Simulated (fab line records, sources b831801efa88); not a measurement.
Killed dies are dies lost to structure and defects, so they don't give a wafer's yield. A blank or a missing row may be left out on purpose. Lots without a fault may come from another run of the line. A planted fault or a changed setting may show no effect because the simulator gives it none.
Which tool did it? | flow sky130 | 14 lots, 42 wafers sampled, at 1 step of a route of 708

WHAT THE GAUGES READ, wafer by wafer
The record holds no reading of a measuring or inspecting step that can be judged against a usual standard deviation.

WHICH TOOL RAN EACH LOT (tool, then ch and the chambers of the sampled wafers, then the start)
lot  | SKY_NWELL_STRIP_14
L784 | plasma_asher-03 ch 0,1, day 5 01:04
L783 | plasma_asher-01 ch 0,1, day 5 04:35
L785 | plasma_asher-03 ch 0,1, day 5 11:16
L788 | plasma_asher-03 ch 0,1, day 6 06:44
L790 | plasma_asher-03 ch 0,1, day 6 13:05
L795 | plasma_asher-02 ch 0,1, day 7 14:49
L796 | plasma_asher-01 ch 0,1, day 8 03:52
L798 | plasma_asher-02 ch 0,1, day 8 12:30
L800 | plasma_asher-03 ch 0,1, day 8 23:24
L801 | plasma_asher-03 ch 0,1, day 9 04:07
L802 | plasma_asher-02 ch 0,1, day 9 14:27
L803 | plasma_asher-03 ch 0,1, day 9 19:48
L804 | plasma_asher-02 ch 0,1, day 9 21:56
L805 | plasma_asher-01 ch 0,1, day 10 06:20
- SKY_NWELL_STRIP_14: strips in O2/N2.

WHAT THE TOOLS THEMSELVES READ (means of the sampled wafers that have a number; where no wafer has one, the mark that the record gives instead)
SKY_NWELL_STRIP_14.
lot  | tool            | drypump_motor_current_A (A) | oes_product_au (a.u.) | strip_time_to_endpoint_s (s)
L784 | plasma_asher-03 | 5.4                         | 0.723                 | 37.01
L783 | plasma_asher-01 | 6.2                         | 0.722                 | 36.80
L785 | plasma_asher-03 | 5.3                         | 0.725                 | 37.00
L788 | plasma_asher-03 | 5.3                         | 0.745                 | 36.71
L790 | plasma_asher-03 | 5.3                         | 0.774                 | 36.77
L795 | plasma_asher-02 | 5.9                         | 0.722                 | 36.84
L796 | plasma_asher-01 | 6.2                         | 0.727                 | 36.90
L798 | plasma_asher-02 | 5.9                         | 0.720                 | 37.13
L800 | plasma_asher-03 | 5.3                         | 0.725                 | 36.90
L801 | plasma_asher-03 | 5.3                         | 0.724                 | 36.73
L802 | plasma_asher-02 | 5.9                         | 0.724                 | 36.89
L803 | plasma_asher-03 | 5.4                         | 0.720                 | 37.02
L804 | plasma_asher-02 | 5.9                         | 0.723                 | 36.97
L805 | plasma_asher-01 | 5.7                         | 0.722                 | 36.84

THE ANSWER, worked out from the rows above alone
Rule: what is usual is taken from the lots themselves. Put in order of their means at a reading, lots are off if they are a third of the lots or fewer, leave a main group of 4 or more, and stand apart from it by a gap of 3 or more times the standard deviation of the main group's means; of several such gaps the widest counts. A main group whose means are all the same, to the digits that the tables above print for the reading, isn't used. A lot without any number at a reading at which 4 lots or more have one is off too. The other lots that the step has rows for count as sound. The gauges are gone through in route order, then the tools' own readings, and for those a lot's mean is taken as printed above. The first step at which some lot is off is used, and at that step the reading that is off furthest; a lot without a number counts as furthest.
Off: L788, L790, at SKY_NWELL_STRIP_14 (oes_product_au). The main group: mean 0.723 a.u., standard deviation 0.002.
A tool fits if, at that step or a process step before it, it ran every lot that is off, and no sound lot after the first of them. None of those tried fits.

WHAT THE SIMULATOR HAD PUT IN
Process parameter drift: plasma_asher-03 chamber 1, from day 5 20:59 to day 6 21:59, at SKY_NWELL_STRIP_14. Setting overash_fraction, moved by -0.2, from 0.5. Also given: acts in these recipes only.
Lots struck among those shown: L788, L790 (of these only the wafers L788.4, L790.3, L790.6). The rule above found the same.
